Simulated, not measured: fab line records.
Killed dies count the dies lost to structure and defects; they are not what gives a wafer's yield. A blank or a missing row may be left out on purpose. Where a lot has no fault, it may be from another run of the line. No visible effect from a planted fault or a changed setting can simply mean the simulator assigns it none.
fab line records	flow sky130
[record] lots = 5	wafers = 14	lastDay = 49
route steps=708 shown VIA4@653 METAL5@661 PASSIVATION@681 PAD_OPEN@694
lots untouched by any fault: they come from a run of this same line in which no faults occurred
startH: the number of hours between the record's first day and the start of the first shown wafer of the lot	waitH: how many hours have passed since the lot's step before this one	" repeats the value in the row above	L1.1+2: a single row standing in for several wafers	- no value, or no start given	* or withheld: withheld	< > ~ a bound
route shown NAME@n: a module of which the file shows steps, and the number in the route of the first	usual: mean/standard deviation taken from wafers without a fault	same: alike in all rows	chamber/n: place in a boat	sites: readings site by site	_std_site: how widely they spread, as a standard deviation	_edge_site: mean of outer sites minus mean of inner sites	radiusMm: for every site, how far away it sits from the centre of the wafer	mask NAME#n: copy n	behind: tool/chamber where the wafer was last shaped	hold: why the lot went on hold/how many hours it stayed there/how the hold came to an end	device: names the non-switching transistor (n, p or np)	end of line: the tests these same wafers got at the end of their route	a step with no rows: only its recipe	killed: not the wafer's yield, but the dies lost to structure and defects at the first sort	map: the dies of a wafer, with x for killed, . for not killed, _ for no die there
set.NAME: the setting as run; set.NAME@STEP: as run at that earlier step	model.NAME: the simulator's own value behind a step, which no gauge read
lots seen at some steps along the route; tables by step, rows by wafer
services: from which hour (startH, from the record's first day; less than 0 if before it) a tool's chamber was out of use, for how many hours, and why
[[steps]]
[step SKY_VIA4_STRIP_14]
[recipe] chemistry = postEtchResidueRemover	timeS = 1200	tempC = 72.5
[step SKY_VIA4_CLEAN_15]
[recipe] chemistry = IPA	timeS = 180	tempC = 25
[step SKY_VIA4_CLEAN_16]
[recipe] chemistry = O3/DIW	dry = n2Spin
[step SKY_VIA4_SPUTTER_17]
[recipe] material = TiN	targetThkNm = 20	chamberPressurePa = 5	powerW = 4000	timeS = 80
[step SKY_VIA4_CVD_18]
[recipe] material = W	targetThkNm = 505	timeS = 152.14	tempC = 400	pressureTorr = 40
[step SKY_VIA4_RS_MEAS_19]
[recipe] thkMeasGauge = four-point-probe	reads = W_of_VIA4_CVD_18+TiN_of_VIA4_SPUTTER_17
[usual] VIA4_W_RS = 0.2291/0.0024
lot.wafer	tool	chamber	startH	waitH	VIA4_W_RS[ohm/sq]
L115.4	filmMetro-01	-	1039.89	0.1	0.2264
L115.5	"	-	"	"	0.2300
L115.6	"	-	"	"	0.2296
L113.2	filmMetro-01	-	1041.90	0.1	0.2249
L113.4	"	-	"	"	0.2246
L113.5	"	-	"	"	0.2270
L114.2	filmMetro-03	-	1043.00	0.1	0.2295
L114.3	"	-	"	"	0.2299
L114.5	"	-	"	"	0.2308
L117.2	filmMetro-04	-	1067.56	0.1	0.2299
L117.4	"	-	"	"	0.2284
L117.6	"	-	"	"	0.2298
L126.1	filmMetro-03	-	1115.72	0.1	0.2310
L126.5	"	-	"	"	0.2315
[step SKY_VIA4_THK_MEAS_20]
[recipe] thkMeasGauge = xrf	reads = W_of_VIA4_CVD_18
[usual] VIA4_W_THK = 509/6.1
lot.wafer	tool	chamber	startH	waitH	VIA4_W_THK[nm]
L115.4	filmMetro-01	-	1039.98	0.1	518
L115.5	"	-	"	"	512
L115.6	"	-	"	"	509
L113.2	filmMetro-01	-	1042.01	0.1	523
L113.4	"	-	"	"	521
L113.5	"	-	"	"	519
L114.2	filmMetro-03	-	1043.11	0.1	507
L114.3	"	-	"	"	504
L114.5	"	-	"	"	505
L117.2	filmMetro-04	-	1067.67	0.1	510
L117.4	"	-	"	"	514
L117.6	"	-	"	"	511
L126.1	filmMetro-03	-	1115.84	0.1	503
L126.5	"	-	"	"	500
[step SKY_VIA4_CMP_21]
[recipe] stopOn = SiO2	tOverpolishS = 25	downForcePsi = 3.5	platenRpm = 60	targetThkNm = 0	padVelocityMS = 0.94248
[usual] motorCurrentA = 10.8/1.1	overpolishRunS = 24.999/0.0085	timeToEndpointS = 120/6.5
lot.wafer	tool	chamber	startH	waitH	motorCurrentA	overpolishRunS	timeToEndpointS
L115.4	cmp-01	1	1040.11	0.1	11.2	25.001	128
L115.5	"	3	"	"	12.7	25.007	116
L115.6	"	0	"	"	9.8	24.994	108
L113.4	cmp-01	0	1042.06	0.0	9.9	25.010	113
L113.2	"	1	"	"	11.2	24.989	124
L113.5	"	0	"	"	9.5	24.998	108
L114.2	cmp-02	3	1043.16	0.0	9.8	25.004	125
L114.3	"	1	"	"	8.8	25.005	114
L114.5	"	0	"	"	10.6	25.001	128
L117.2	cmp-01	2	1067.72	0.0	11.2	24.999	120
L117.4	"	3	"	"	12.7	24.999	115
L117.6	"	2	"	"	11.6	25.009	121
L126.1	cmp-02	3	1116.05	0.2	10.8	24.988	120
L126.5	"	1	"	"	8.6	24.996	118
[step SKY_METAL5_SPUTTER_00]
[recipe] material = Ti	targetThkNm = 15	powerW = 3000	timeS = 10	chamberPressurePa = 0.4
[step SKY_METAL5_SPUTTER_01]
[recipe] material = TiN	targetThkNm = 20	powerW = 6500	timeS = 16.7	chamberPressurePa = 0.4
[usual] cathodeDcPowerW = 6500.0/1.2	throttleValvePct = 30.0/1.1
lot.wafer	tool	chamber	startH	waitH	cathodeDcPowerW	throttleValvePct
L115.4	pvdSputter-04	-	1040.33	0.0	6499.8	30.8
L115.5	"	-	"	"	6501.5	30.7
L115.6	"	-	"	"	6501.1	30.2
L113.2	pvdSputter-04	-	1042.39	0.0	6501.6	30.8
L113.4	"	-	"	"	6501.7	30.6
L113.5	"	-	"	"	6499.3	30.5
L114.2	pvdSputter-04	-	1043.49	0.0	6498.4	30.2
L114.3	"	-	"	"	6499.9	30.6
L114.5	"	-	"	"	6497.2	30.1
L117.2	pvdSputter-04	-	1068.04	0.0	6500.5	30.6
L117.4	"	-	"	"	6500.3	30.6
L117.6	"	-	"	"	6498.2	30.6
L126.1	pvdSputter-04	-	1116.22	0.0	6500.7	30.2
L126.5	"	-	"	"	6498.7	30.6
[step SKY_METAL5_SPUTTER_02]
[recipe] material = AlCu	targetThkNm = 1150	powerW = 10600	timeS = 61.2	chamberPressurePa = 0.4
[step SKY_METAL5_SPUTTER_03]
[recipe] material = Ti	targetThkNm = 5	powerW = 3000	timeS = 3.3	chamberPressurePa = 0.4
[usual] cathodeDcPowerW = 3000.1/0.55	throttleValvePct = 30.0/1.1
lot.wafer	tool	chamber	startH	waitH	cathodeDcPowerW	throttleValvePct
L115.4	pvdSputter-04	-	1040.41	0.0	2999.1	30.8
L115.5	"	-	"	"	3000.9	30.7
L115.6	"	-	"	"	3000.8	30.2
L113.2	pvdSputter-04	-	1042.46	0.0	3000.5	30.7
L113.4	"	-	"	"	3000.0	30.8
L113.5	"	-	"	"	3000.9	30.7
L114.2	pvdSputter-04	-	1043.56	0.0	2999.4	29.8
L114.3	"	-	"	"	3001.0	30.4
L114.5	"	-	"	"	3000.3	29.9
L117.2	pvdSputter-04	-	1068.12	0.0	2999.9	30.7
L117.4	"	-	"	"	3000.1	30.6
L117.6	"	-	"	"	2999.2	30.6
L126.1	pvdSputter-04	-	1116.30	0.0	3000.0	29.9
L126.5	"	-	"	"	2999.4	30.6
[step SKY_METAL5_SPUTTER_04]
[recipe] material = TiN	targetThkNm = 70	powerW = 6500	timeS = 58.3	chamberPressurePa = 0.4
[usual] cathodeDcPowerW = 6499.8/1.2	throttleValvePct = 30.0/1.1
lot.wafer	tool	chamber	startH	waitH	cathodeDcPowerW	throttleValvePct	model.TiN_of_METAL5_SPUTTER_04.thkNm
L115.4	pvdSputter-04	-	1040.43	0.0	6499.4	30.5	69.14
L115.5	"	-	"	"	6500.3	30.8	69.56
L115.6	"	-	"	"	6497.9	30.4	70.09
L113.2	pvdSputter-04	-	1042.48	0.0	6498.5	30.9	70.49
L113.4	"	-	"	"	6500.6	30.9	71.06
L113.5	"	-	"	"	6502.0	30.6	70.54
L114.2	pvdSputter-04	-	1043.58	0.0	6498.9	30.0	69.17
L114.3	"	-	"	"	6500.2	30.8	68.71
L114.5	"	-	"	"	6497.4	30.0	69.38
L117.2	pvdSputter-04	-	1068.13	0.0	6501.1	30.5	69.01
L117.4	"	-	"	"	6499.7	30.8	70.18
L117.6	"	-	"	"	6500.3	30.8	69.32
L126.1	pvdSputter-04	-	1116.32	0.0	6501.6	30.1	101.8
L126.5	"	-	"	"	6499.7	30.7	69.38
[step SKY_METAL5_RS_MEAS_05]
[recipe] thkMeasGauge = four-point-probe	reads = TiN_of_METAL5_SPUTTER_04+Ti_of_METAL5_SPUTTER_03+AlCu_of_METAL5_SPUTTER_02+TiN_of_METAL5_SPUTTER_01+Ti_of_METAL5_SPUTTER_00
[usual] METAL5_ALCU_RS = 0.02703/0.00027
lot.wafer	tool	chamber	startH	waitH	METAL5_ALCU_RS[ohm/sq]
L115.4	filmMetro-02	-	1040.54	0.1	0.02667
L115.5	"	-	"	"	0.0268
L115.6	"	-	"	"	0.0269
L113.2	filmMetro-04	-	1042.55	0.0	0.02654
L113.4	"	-	"	"	0.02664
L113.5	"	-	"	"	0.02684
L114.2	filmMetro-03	-	1043.65	0.0	0.02674
L114.3	"	-	"	"	0.02678
L114.5	"	-	"	"	0.02677
L117.2	filmMetro-03	-	1068.20	0.0	0.02715
L117.4	"	-	"	"	0.02724
L117.6	"	-	"	"	0.02712
L126.1	filmMetro-02	-	1116.37	0.0	0.02703
L126.5	"	-	"	"	0.02713
[step SKY_METAL5_THK_MEAS_06]
[recipe] thkMeasGauge = xrf	reads = AlCu_of_METAL5_SPUTTER_02
[usual] METAL5_ALCU_THK = 1148/13
lot.wafer	tool	chamber	startH	waitH	hold	METAL5_ALCU_THK[nm]
L115.4	filmMetro-02	-	1040.63	0.1	-	1170
L115.5	"	-	"	"	-	1168
L115.6	"	-	"	"	-	1170
L113.2	filmMetro-04	-	1042.66	0.1	-	1156
L113.4	"	-	"	"	-	1158
L113.5	"	-	"	"	-	1143
L114.2	filmMetro-03	-	1043.76	0.1	-	1155
L114.3	"	-	"	"	-	1165
L114.5	"	-	"	"	-	1160
L117.2	filmMetro-03	-	1068.31	0.1	-	1142
L117.4	"	-	"	"	-	1136
L117.6	"	-	"	"	-	1151
L126.1	filmMetro-02	-	1116.49	0.1	awaitDispo/0.2h/release	1072
L126.5	"	-	"	"	awaitDispo/0.2h/release	1148
L126.1	filmMetro-02	-	1116.71	0.2	-	1069
L126.5	"	-	"	"	-	1150
[step SKY_METAL5_HMDS_08]
[recipe] primeTimeS = 60	primeTempC = 120
[step SKY_METAL5_COAT_09]
[recipe] resist = NOVOLAK	spinRpm = 3000	resistThkNm = 1800
[step SKY_METAL5_SOFTBAKE_10]
[recipe] tempC = 90	timeS = 60	resist = NOVOLAK
[step SKY_METAL5_EXPOSE_11]
[recipe] maskId = MM5	na = 0.6	sourceShape = conventional	sigmaOuter = 0.6	polarization = unpolarized	targetCdNm = 1600	doseMj = 190
[step SKY_METAL5_PEB_12]
[recipe] tempC = withheld	timeS = *	resist = NOVOLAK
[step SKY_METAL5_DEVELOP_13]
[recipe] resist = NOVOLAK	developer = TMAH	developTimeS = 60	devTempC = 23
[step SKY_METAL5_DESCUM_14]
[recipe] chemistry = O2	sourcePowerW = 150	biasPowerW = 0	pressureMtorr = 10	tempC = 40	timeS = 11
[step SKY_METAL5_METAL_ETCH_15]
[recipe] targetDepthA = 12600	stopOn = SiO2	overEtchFrac = 0.2	timeS = 252	chemistry = Cl2/BCl3	resistSidewallDeg = 86	pressureMtorr = 10	icpW = 900	biasW = 48.5	Cl2_flow_sccm = 60	bcl3FlowSccm = 30
[usual] drypumpMotorCurrentA = 5.6/0.34	oesProductAu = 0.894/0.0049	throttleValvePct = 22.266/0.0094
lot.wafer	tool	chamber	startH	waitH	drypumpMotorCurrentA	oesProductAu	rfHoursCounterH	throttleValvePct
L115.4	rieMetal-02	1	1062.11	0.1	5.0	0.894	-	22.261
L115.5	"	1	"	"	5.0	0.888	-	22.260
L115.6	"	0	"	"	5.8	0.892	-	22.268
L113.2	rieMetal-04	0	1064.02	0.0	5.9	0.898	20	22.282
L113.4	"	0	"	"	5.9	0.902	-	22.255
L113.5	"	0	"	"	5.9	0.894	-	22.273
L114.2	rieMetal-02	0	1064.73	0.0	5.8	0.901	17	22.266
L114.3	"	0	"	"	5.8	0.897	-	22.256
L114.5	"	0	"	"	5.8	0.891	-	22.268
L117.2	rieMetal-03	1	1089.66	0.0	5.6	0.890	16	22.264
L117.4	"	0	"	"	5.9	0.896	-	22.265
L117.6	"	1	"	"	5.6	0.901	-	22.256
L126.1	rieMetal-02	1	1135.77	0.0	5.0	0.893	25	22.257
L126.5	"	1	"	"	5.0	0.894	-	22.258
[step SKY_METAL5_STRIP_16]
[recipe] chemistry = O2/N2	powerW = 1400	pressureMtorr = 1500	platenTempC = withheld	o2FlowSccm = 3000	n2FlowSccm = 300	overashFraction = 0.5
[step SKY_METAL5_STRIP_17]
[recipe] chemistry = postEtchResidueRemover	timeS = 1200	tempC = 72.5
lot.wafer	tool	chamber	startH	waitH	model.TiN_of_METAL5_SPUTTER_04.thkNm
L115.4	wetBench-03	1	1062.36	0.0	68.72
L115.5	"	1	"	"	69.14
L115.6	"	1	"	"	69.67
L113.2	wetBench-04	0	1064.35	0.1	70.08
L113.4	"	0	"	"	70.65
L113.5	"	0	"	"	70.13
L114.2	wetBench-04	2	1065.06	0.1	68.75
L114.3	"	2	"	"	68.29
L114.5	"	2	"	"	68.97
L117.2	wetBench-03	1	1089.99	0.1	68.59
L117.4	"	1	"	"	69.76
L117.6	"	1	"	"	68.91
L126.1	wetBench-03	2	1136.10	0.1	101.3
L126.5	"	2	"	"	68.96
[step SKY_METAL5_CLEAN_18]
[recipe] chemistry = IPA	timeS = 180	tempC = 25
[step SKY_METAL5_CLEAN_19]
[recipe] chemistry = O3/DIW	dry = n2Spin
[step SKY_PASSIVATION_CVD_00]
[recipe] material = SiO2	targetThkNm = 90	tempC = 400	timeS = withheld	rfW = 600
[step SKY_PASSIVATION_THK_MEAS_01]
[recipe] reads = SiO2_of_PASSIVATION_CVD_00
[usual] PASSIVATION_CVD_00_THK = 90.0/1.3
lot.wafer	tool	chamber	startH	waitH	PASSIVATION_CVD_00_THK[nm]
L115.4	filmMetro-01	-	1062.91	-	91.7
L115.5	"	-	"	"	92.7
L115.6	"	-	"	"	92.3
L113.2	filmMetro-01	-	1064.92	-	89.0
L113.4	"	-	"	"	91.8
L113.5	"	-	"	"	91.2
L114.2	filmMetro-04	-	1065.62	-	89.4
L114.3	"	-	"	"	88.6
L114.5	"	-	"	"	90.1
L117.2	filmMetro-04	-	1090.53	-	89.6
L117.4	"	-	"	"	92.0
L117.6	"	-	"	"	91.6
L126.1	filmMetro-04	-	1136.69	-	89.9
L126.5	"	-	"	"	90.5
[step SKY_PASSIVATION_CVD_02]
[recipe] material = Si3N4	targetThkNm = 540	tempC = 400	timeS = withheld	rfW = 450
[step SKY_PASSIVATION_THK_MEAS_03]
[recipe] reads = Si3N4_of_PASSIVATION_CVD_02
[usual] PASSIVATION_CVD_02_THK = 537/8.7
lot.wafer	tool	chamber	startH	waitH	PASSIVATION_CVD_02_THK[nm]
L115.4	filmMetro-01	-	1063.20	-	531
L115.5	"	-	"	"	533
L115.6	"	-	"	"	543
L113.2	filmMetro-04	-	1065.20	-	547
L113.4	"	-	"	"	541
L113.5	"	-	"	"	541
L114.2	filmMetro-02	-	1066.02	-	532
L114.3	"	-	"	"	542
L114.5	"	-	"	"	540
L117.2	filmMetro-01	-	1090.81	-	521
L117.4	"	-	"	"	544
L117.6	"	-	"	"	537
L126.1	filmMetro-04	-	1137.09	-	545
L126.5	"	-	"	"	539
[step SKY_PASSIVATION_DEHYDRATE_04]
[recipe] tempC = 200	timeS = 60
[step SKY_PASSIVATION_HMDS_05]
[recipe] primeTimeS = 60	primeTempC = 120
[step SKY_PASSIVATION_COAT_06]
[recipe] spinRpm = 2000	resistThkNm = 3000
[step SKY_PASSIVATION_SOFTBAKE_07]
[recipe] tempC = 110	timeS = withheld
[step SKY_PASSIVATION_EXPOSE_08]
[recipe] maskId = NSM	targetCdNm = 3000	na = 0.57	doseMj = 260
[step SKY_PASSIVATION_PEB_09]
[recipe] tempC = 115	timeS = withheld
[step SKY_PASSIVATION_DEVELOP_10]
[recipe] developTimeS = 60	devTempC = 23
[step SKY_PASSIVATION_ETCH_11]
[recipe] chemistry = CF4/O2	targetDepthNm = 725	stopOn = AlCu	sourceW = 800	biasW = 150	pressureMtorr = 150	cf4FlowSccm = 80	O2_flow_sccm = 10	timeS = 161.1
[usual] drypumpMotorCurrentA = 5.7/0.53	oesProductAu = 0.975/0.0083	throttleValvePct = 5.964/0.0088
lot.wafer	tool	chamber	startH	waitH	drypumpMotorCurrentA	oesProductAu	rfHoursCounterH	throttleValvePct	model.PASSIVATION.featureDepthNm
L115.4	rieDiel-01	3	1084.56	-	4.7	0.971	10	5.959	696
L115.5	"	0	"	"	6.6	0.977	-	5.947	699.9
L115.6	"	1	"	"	5.4	0.982	-	5.971	709.2
L113.2	rieDiel-01	0	1086.46	-	6.5	0.965	26	5.980	690.7
L113.4	"	3	"	"	4.8	0.977	10	5.971	704
L113.5	"	2	"	"	6.5	0.985	-	5.956	707
L114.2	rieDiel-03	2	1087.34	-	5.0	0.965	34	5.975	695.4
L114.3	"	1	"	"	5.9	0.985	24	5.971	703.9
L114.5	"	3	"	"	6.3	0.981	-	5.983	704.3
L117.2	rieDiel-01	0	1110.84	-	6.5	0.957	27	5.967	684.6
L117.4	"	2	"	"	6.5	0.982	24	5.976	711.1
L117.6	"	1	"	"	5.4	0.991	-	5.959	702
L126.1	rieDiel-04	1	1155.89	-	5.6	1.004	7	5.969	735.8
L126.5	"	0	"	"	5.7	0.975	-	5.962	703.7
[step SKY_PASSIVATION_STRIP_12]
[recipe] chemistry = O2/N2	powerW = 1400	pressureMtorr = 1500	platenTempC = withheld	overashFraction = 0.7	o2FlowSccm = 3000	n2FlowSccm = 300
[usual] drypumpMotorCurrentA = 5.73/0.22	n2FlowSccm = 300.1/0.93	oesProductAu = 0.661/0.0047	stripTimeToEndpointS = 31.53/0.17
lot.wafer	tool	chamber	startH	waitH	drypumpMotorCurrentA	n2FlowSccm	oesProductAu	rfHoursCounterH	stripTimeToEndpointS
L115.4	plasmaAsher-03	1	1084.70	0.1	5.61	300.7	0.641	-	31.47
L115.5	"	0	"	"	6.02	299.6	0.660	-	31.56
L115.6	"	1	"	"	5.64	299.4	0.659	-	31.45
L113.2	plasmaAsher-03	1	1086.56	0.1	5.60	299.4	0.659	61	31.94
L113.4	"	0	"	"	6.03	299.6	0.666	-	31.68
L113.5	"	0	"	"	6.04	300.3	0.655	-	31.60
L114.2	plasmaAsher-01	0	1087.45	0.1	5.74	300.5	0.665	3	31.79
L114.3	"	1	"	"	5.89	300.3	0.656	-	31.66
L114.5	"	1	"	"	5.85	300.4	0.659	-	31.53
L117.2	plasmaAsher-02	1	1110.95	0.1	5.46	299.8	0.664	34	31.57
L117.4	"	0	"	"	5.38	300.1	0.655	-	31.31
L117.6	"	0	"	"	5.36	300.0	0.662	-	31.42
L126.1	plasmaAsher-01	0	1156.00	0.1	5.74	299.4	0.661	10	31.47
L126.5	"	1	"	"	5.90	299.4	0.667	-	31.54
[step SKY_PAD_OPEN_DEHYDRATE_00]
[recipe] tempC = 200	timeS = 60
[step SKY_PAD_OPEN_ETCH_07]
[recipe] chemistry = CF4/O2	targetDepthNm = 725	stopOn = AlCu	sourceW = 800	biasW = 150	pressureMtorr = 150	cf4FlowSccm = 80	O2_flow_sccm = 10	timeS = 161.1
[usual] drypumpMotorCurrentA = 5.5/0.47	oesProductAu = 0.975/0.0084	throttleValvePct = 5.964/0.0097
lot.wafer	tool	chamber	startH	waitH	drypumpMotorCurrentA	oesProductAu	rfHoursCounterH	throttleValvePct	model.PAD_OPEN.featureDepthNm
L115.4	rieDiel-03	1	1104.99	-	6.0	0.966	-	5.976	696
L115.5	"	3	"	"	6.2	0.975	-	5.950	699.9
L115.6	"	0	"	"	5.6	0.985	-	5.953	710.1
L113.2	rieDiel-02	3	1106.79	-	5.2	0.980	15	5.971	711.4
L113.4	"	1	"	"	5.7	0.978	28	5.967	708.8
L113.5	"	2	"	"	5.2	0.976	-	5.958	707
L114.2	rieDiel-02	2	1107.88	-	5.2	0.962	14	5.976	695.4
L114.3	"	3	"	"	5.1	0.964	15	5.956	703.9
L114.5	"	0	"	"	5.6	0.983	-	5.952	704.3
L117.2	rieDiel-02	1	1130.73	-	5.7	0.961	29	5.955	684.6
L117.4	"	0	"	"	5.6	0.982	7	5.968	711.1
L117.6	"	2	"	"	5.2	0.975	-	5.962	702
L126.1	rieDiel-01	2	1174.03	-	6.5	0.993	26	5.974	730.9
L126.5	"	3	"	"	4.8	0.976	-	5.949	703.7
[[services]]
tool	chamber	startH	hours	kind
pvdSputter-04	-	1020.76	1.1	repair
rieDiel-02	2	1022.33	3.2	repair
rieDiel-01	-	1030.24	2.8	pm
rieMetal-03	-	1035.85	1.5	repair
rieDiel-02	1	1037.27	9.3	repair
plasmaAsher-02	-	1037.57	1.5	repair
rieDiel-01	3	1043.77	1.9	repair
rieDiel-02	0	1047.60	3.3	repair
rieDiel-03	-	1052.16	4.0	repair
rieDiel-02	2	1053.83	2.4	repair
plasmaAsher-01	-	1055.25	9.0	pm
cmp-02	-	1084.16	4.0	pm
rieDiel-02	-	1101.00	0.4	repair
cmp-02	-	1105.13	0.5	repair
cmp-01	-	1110.45	0.7	repair
rieMetal-02	-	1114.03	0.2	repair
rieDiel-02	3	1120.39	3.5	repair
cmp-01	-	1121.50	6.9	pm
cmp-01	-	1134.85	4.3	repair
plasmaAsher-01	-	1163.65	2.8	pm
plasmaAsher-01	-	1167.87	5.7	repair
rieDiel-03	3	1172.72	4.0	repair
rieDiel-03	0	1173.15	10.4	repair
rieMetal-02	1	1173.62	8.1	repair
[[key]]
[firstSign] step = SKY_METAL5_THK_MEAS_06	reading = visit	direction = added
[effect] step = SKY_METAL5_THK_MEAS_06	reading = METAL5_ALCU_THK	direction = down	sigmas = 5.8	usual = 1148	struck = 1072
[modelEffect] step = SKY_METAL5_SPUTTER_04	value = TiN_of_METAL5_SPUTTER_04.thkNm	without = 70.2	struck = 101.8
[modelEffect] step = SKY_METAL5_STRIP_17	value = TiN_of_METAL5_SPUTTER_04.thkNm	without = 69.78	struck = 101.3
[modelEffect] step = SKY_PASSIVATION_ETCH_11	value = PASSIVATION.featureDepthNm	without = 709.5	struck = 735.8
[modelEffect] step = SKY_PAD_OPEN_ETCH_07	value = PAD_OPEN.featureDepthNm	without = 709.5	struck = 730.9
metAt SKY_METAL5_SPUTTER_04
struckWafers L126.1
onsetBetween 1068.13 1116.32
[fault] kind = processParameterDrift	tool = pvdSputter-04	chamber = -	onsetH = 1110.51	steps = SKY_METAL5_SPUTTER_04	channel = targetThkNm	offset = 31.553	shape = step	endH = 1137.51	scope = struckWafersOnly	actsIn = theseRecipesOnly	stated = 70
